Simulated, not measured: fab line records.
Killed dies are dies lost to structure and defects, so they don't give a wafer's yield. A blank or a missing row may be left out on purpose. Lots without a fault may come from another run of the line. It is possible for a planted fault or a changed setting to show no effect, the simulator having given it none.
A sampling plan put to the test + flow gf180mcu + 8 faults told of in these records, all on one fab line, each judged by the records of the lots it struck
What counts as the plan is the set of the line's own looks, namely the steps on the route at which a gauge or an inspection reads a wafer and does not change it. Where struck wafers have a number at a look and the file lists that look's usual mean and standard deviation on fault-free wafers, the look can be judged. Caught: the struck wafers' mean, at a look after the fault's first step, is 4 or more of those standard deviations (sigma) away from the usual mean. On the tool: the same test on the tool's own readings at the fault's steps. Also counted as caught: the struck wafers showing another recipe, or a record that is empty for them alone.

## THE FAULTS, as the simulator had put them in
1. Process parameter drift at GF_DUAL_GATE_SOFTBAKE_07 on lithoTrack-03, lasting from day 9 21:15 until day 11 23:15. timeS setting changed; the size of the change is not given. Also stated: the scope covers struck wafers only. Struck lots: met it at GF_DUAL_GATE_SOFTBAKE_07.
2. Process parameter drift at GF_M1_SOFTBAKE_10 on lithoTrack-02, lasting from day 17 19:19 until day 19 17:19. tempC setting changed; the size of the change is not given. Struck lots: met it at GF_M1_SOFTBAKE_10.
3. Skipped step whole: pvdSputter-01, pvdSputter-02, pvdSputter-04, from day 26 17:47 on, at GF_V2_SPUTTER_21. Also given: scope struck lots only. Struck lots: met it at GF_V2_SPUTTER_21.
4. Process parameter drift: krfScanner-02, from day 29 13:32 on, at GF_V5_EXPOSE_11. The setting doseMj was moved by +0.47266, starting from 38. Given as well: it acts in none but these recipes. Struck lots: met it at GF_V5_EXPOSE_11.
5. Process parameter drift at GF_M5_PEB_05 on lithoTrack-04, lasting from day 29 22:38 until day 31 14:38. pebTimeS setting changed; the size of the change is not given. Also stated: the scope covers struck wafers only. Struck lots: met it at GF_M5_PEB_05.
6. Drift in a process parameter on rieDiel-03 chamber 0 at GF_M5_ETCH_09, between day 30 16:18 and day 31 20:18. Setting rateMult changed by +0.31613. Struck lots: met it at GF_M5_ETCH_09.
7. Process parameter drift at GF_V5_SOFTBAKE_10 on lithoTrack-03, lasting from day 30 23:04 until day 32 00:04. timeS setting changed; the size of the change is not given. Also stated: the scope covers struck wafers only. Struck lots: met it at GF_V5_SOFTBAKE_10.
8. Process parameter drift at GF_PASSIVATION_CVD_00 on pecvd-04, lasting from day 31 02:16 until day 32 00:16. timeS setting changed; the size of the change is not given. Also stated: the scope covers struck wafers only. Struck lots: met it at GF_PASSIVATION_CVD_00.

## WHAT THE PLAN SAW
| fault | on the tool itself                               | first look that catches it                   | reading, sigma | median hours from its first step to that look | hours from the fault's start to the first struck lot there | judged looks passed uncaught |
|-------|--------------------------------------------------|----------------------------------------------|----------------|-----------------------------------------------|------------------------------------------------------------|------------------------------|
| 1     | runLengthS +51 sigma                             | not the one look that can be judged after it | -              | -                                             | -                                                          | 1                            |
| 2     | heaterPowerTotalW -12 sigma                      | no look after it can be judged               | -              | -                                             | -                                                          | 0                            |
| 3     | the tool's record is blank for the struck wafers | no look after it can be judged               | -              | -                                             | -                                                          | 0                            |
| 4     | exposureDoseMJCm2 +12 sigma                      | no look after it can be judged               | -              | -                                             | -                                                          | 0                            |
| 5     | heaterPowerTotalW +11 sigma                      | no look after it can be judged               | -              | -                                             | -                                                          | 0                            |
| 6     | oesProductAu +12 sigma                           | no look after it can be judged               | -              | -                                             | -                                                          | 0                            |
| 7     | heaterPowerTotalW +88 sigma                      | not the one look that can be judged after it | -              | -                                             | -                                                          | 1                            |
| 8     | runLengthS -6.8 sigma                            | no look after it can be judged               | -              | -                                             | -                                                          | 0                            |
A dash: the fault isn't caught, or these records don't give the number.

Caught at a look: 0 of 8. Caught on the tool: 8 of 8. By one or the other: 8 of 8.
Faults caught by the tool alone: 1, 2, 3, 4, 5, 6, 7, 8.
